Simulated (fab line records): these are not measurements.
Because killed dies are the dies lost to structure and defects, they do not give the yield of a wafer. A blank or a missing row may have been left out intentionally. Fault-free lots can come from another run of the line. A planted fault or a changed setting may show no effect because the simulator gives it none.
A sampling plan put to the test | flow gf180mcu | one line in one fab, 20 faults in these records, each fault weighed on the records of the lots it struck
The line's own looks make up the plan; these are the steps of the route where a gauge or inspection reads the wafer and leaves it unchanged. Where struck wafers have a number at a look and the file lists that look's usual mean and standard deviation on fault-free wafers, the look can be judged. Caught: 4 or more of those standard deviations (sigma) separate the usual mean from the mean of the struck wafers at a look after the fault's first step. On the tool: the fault's steps, tested the same way using the tool's own readings. Also counted as caught: the struck wafers showing another recipe, or a record that is empty for them alone.

== THE FAULTS, as the simulator had put them in ==
1. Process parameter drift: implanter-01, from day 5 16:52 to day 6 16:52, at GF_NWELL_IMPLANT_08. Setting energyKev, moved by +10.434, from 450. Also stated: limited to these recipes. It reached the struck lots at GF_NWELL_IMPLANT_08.
2. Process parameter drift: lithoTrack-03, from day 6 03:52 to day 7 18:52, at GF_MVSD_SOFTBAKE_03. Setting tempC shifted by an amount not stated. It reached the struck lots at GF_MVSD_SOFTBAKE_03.
3. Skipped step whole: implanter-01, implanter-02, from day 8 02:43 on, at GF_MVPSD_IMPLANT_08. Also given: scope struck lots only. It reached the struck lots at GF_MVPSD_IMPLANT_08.
4. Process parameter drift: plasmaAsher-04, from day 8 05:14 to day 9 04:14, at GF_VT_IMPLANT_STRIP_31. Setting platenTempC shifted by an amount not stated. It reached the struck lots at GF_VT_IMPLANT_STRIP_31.
5. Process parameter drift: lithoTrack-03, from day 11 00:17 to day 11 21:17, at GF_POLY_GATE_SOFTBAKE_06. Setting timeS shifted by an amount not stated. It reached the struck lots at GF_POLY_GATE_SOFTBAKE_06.
6. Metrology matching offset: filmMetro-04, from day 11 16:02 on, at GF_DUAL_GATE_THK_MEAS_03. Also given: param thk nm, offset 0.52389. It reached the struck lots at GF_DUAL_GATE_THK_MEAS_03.
7. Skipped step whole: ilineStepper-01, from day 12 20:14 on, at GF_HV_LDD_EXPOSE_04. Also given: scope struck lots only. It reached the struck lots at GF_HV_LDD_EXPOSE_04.
8. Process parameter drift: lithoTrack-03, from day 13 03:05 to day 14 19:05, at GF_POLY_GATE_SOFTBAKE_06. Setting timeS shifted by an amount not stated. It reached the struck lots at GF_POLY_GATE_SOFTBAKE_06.
9. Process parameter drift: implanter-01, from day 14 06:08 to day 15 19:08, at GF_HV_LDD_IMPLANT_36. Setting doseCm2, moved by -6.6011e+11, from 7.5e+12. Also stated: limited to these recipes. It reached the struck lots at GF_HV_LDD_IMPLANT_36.
10. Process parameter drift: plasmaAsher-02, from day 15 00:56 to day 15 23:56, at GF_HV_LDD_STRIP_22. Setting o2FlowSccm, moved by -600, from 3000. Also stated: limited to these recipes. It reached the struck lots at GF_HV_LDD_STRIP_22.
11. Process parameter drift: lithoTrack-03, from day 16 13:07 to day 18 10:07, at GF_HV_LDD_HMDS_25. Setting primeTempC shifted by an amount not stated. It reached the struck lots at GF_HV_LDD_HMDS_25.
12. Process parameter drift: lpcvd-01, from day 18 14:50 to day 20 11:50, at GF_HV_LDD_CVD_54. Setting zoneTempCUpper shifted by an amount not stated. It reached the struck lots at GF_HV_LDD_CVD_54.
13. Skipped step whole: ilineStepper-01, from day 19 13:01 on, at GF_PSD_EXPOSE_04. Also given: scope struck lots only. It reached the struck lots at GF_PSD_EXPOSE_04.
14. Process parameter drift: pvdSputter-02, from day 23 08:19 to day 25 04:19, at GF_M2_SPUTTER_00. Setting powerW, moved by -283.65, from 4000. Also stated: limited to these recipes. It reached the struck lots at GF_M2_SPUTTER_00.
15. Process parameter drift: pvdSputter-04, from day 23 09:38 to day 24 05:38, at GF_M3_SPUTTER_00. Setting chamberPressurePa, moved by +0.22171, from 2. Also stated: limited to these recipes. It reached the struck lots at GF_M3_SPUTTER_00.
16. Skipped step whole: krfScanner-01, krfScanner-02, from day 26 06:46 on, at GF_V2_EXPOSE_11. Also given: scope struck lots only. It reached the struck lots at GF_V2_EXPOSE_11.
17. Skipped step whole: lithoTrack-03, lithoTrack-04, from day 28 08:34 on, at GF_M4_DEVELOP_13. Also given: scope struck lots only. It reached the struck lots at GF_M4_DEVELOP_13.
18. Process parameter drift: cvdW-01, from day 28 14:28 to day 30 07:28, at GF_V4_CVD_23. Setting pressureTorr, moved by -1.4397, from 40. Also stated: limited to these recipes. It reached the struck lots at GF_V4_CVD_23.
19. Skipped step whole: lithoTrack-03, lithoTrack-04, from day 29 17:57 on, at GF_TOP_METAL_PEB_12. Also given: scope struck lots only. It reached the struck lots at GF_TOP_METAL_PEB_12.
20. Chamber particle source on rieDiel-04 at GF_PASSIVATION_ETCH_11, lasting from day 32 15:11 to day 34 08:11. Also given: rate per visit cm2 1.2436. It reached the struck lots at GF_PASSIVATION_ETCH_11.

== WHAT THE PLAN SAW ==
fault | on the tool itself                                  | first look that catches it                      | reading, sigma | median hours from its first step to that look | hours from the fault's start to the first struck lot there | judged looks passed uncaught
1     | beamEnergyKeV +70 sigma                             | not the one look that can be judged after it    | -              | -                                             | -                                                          | 1
2     | plateTempC +9.9 sigma                               | none of the 2 looks that can be judged after it | -              | -                                             | -                                                          | 2
3     | the tool's record is blank for the struck wafers    | GF_MVPSD_TW_MEAS_11                             | MVPSD_TW -77   | 0.4                                           | 4                                                          | 0
4     | platenTempC -34 sigma                               | not the one look that can be judged after it    | -              | -                                             | -                                                          | 1
5     | runLengthS +63 sigma                                | no look after it can be judged                  | -              | -                                             | -                                                          | 0
6     | only faintly: DUAL_GATE_OXIDATION_00_THK +3.5 sigma | not the one look that can be judged after it    | -              | -                                             | -                                                          | 1
7     | no reading that can be judged                       | no look after it can be judged                  | -              | -                                             | -                                                          | 0
8     | heaterPowerTotalW +35 sigma                         | not the one look that can be judged after it    | -              | -                                             | -                                                          | 1
9     | doseIonsCm2 -80 sigma                               | not the one look that can be judged after it    | -              | -                                             | -                                                          | 1
10    | o2FlowSccm -70 sigma                                | none of the 2 looks that can be judged after it | -              | -                                             | -                                                          | 2
11    | primeTempC -37 sigma                                | no look after it can be judged                  | -              | -                                             | -                                                          | 0
12    | spikeTcUpperC +17 sigma                             | no look after it can be judged                  | -              | -                                             | -                                                          | 0
13    | no reading that can be judged                       | no look after it can be judged                  | -              | -                                             | -                                                          | 0
14    | cathodeDcPowerW -99 or beyond sigma                 | no look after it can be judged                  | -              | -                                             | -                                                          | 0
15    | chamberPressurePa +54 sigma                         | no look after it can be judged                  | -              | -                                             | -                                                          | 0
16    | no reading that can be judged                       | no look after it can be judged                  | -              | -                                             | -                                                          | 0
17    | the tool's record is blank for the struck wafers    | no look after it can be judged                  | -              | -                                             | -                                                          | 0
18    | chamberPressureTorr -18 sigma                       | no look after it can be judged                  | -              | -                                             | -                                                          | 0
19    | no reading that can be judged                       | no look after it can be judged                  | -              | -                                             | -                                                          | 0
20    | under 2 sigma                                       | not the one look that can be judged after it    | -              | -                                             | -                                                          | 1
Dash: fault not caught, or number not given in these records.

Caught at a look: 1 of 20. Caught on the tool: 14 of 20. By one or the other: 14 of 20.
Faults 1, 2, 4, 5, 8, 9, 10, 11, 12, 14, 15, 17, 18 were caught on the tool alone.
Caught by neither: faults 6, 7, 13, 16, 19, 20.

== THINNER SAMPLING ==
If the look that catches a fault measured only every second or every third lot, by lot number, the first struck lot would be measured this late in the worst case:
fault | struck lots at that look, in order of time | every lot | every second lot | every third lot
3     | L125, L126, L127                           | 4 h       | 7 h              | 16 h
Hours are from the fault's start to the first struck lot that is measured. The limit of 4 sigma was tested on all struck wafers together, so one lot alone may lie under it. Other struck lots may not be in these records.

== THE LONGEST TIMED WAY FROM STEP TO LOOK ==
Fault 3: the median time between GF_MVPSD_IMPLANT_08 and GF_MVPSD_TW_MEAS_11 is 0.4 hours. No look between them can be judged.
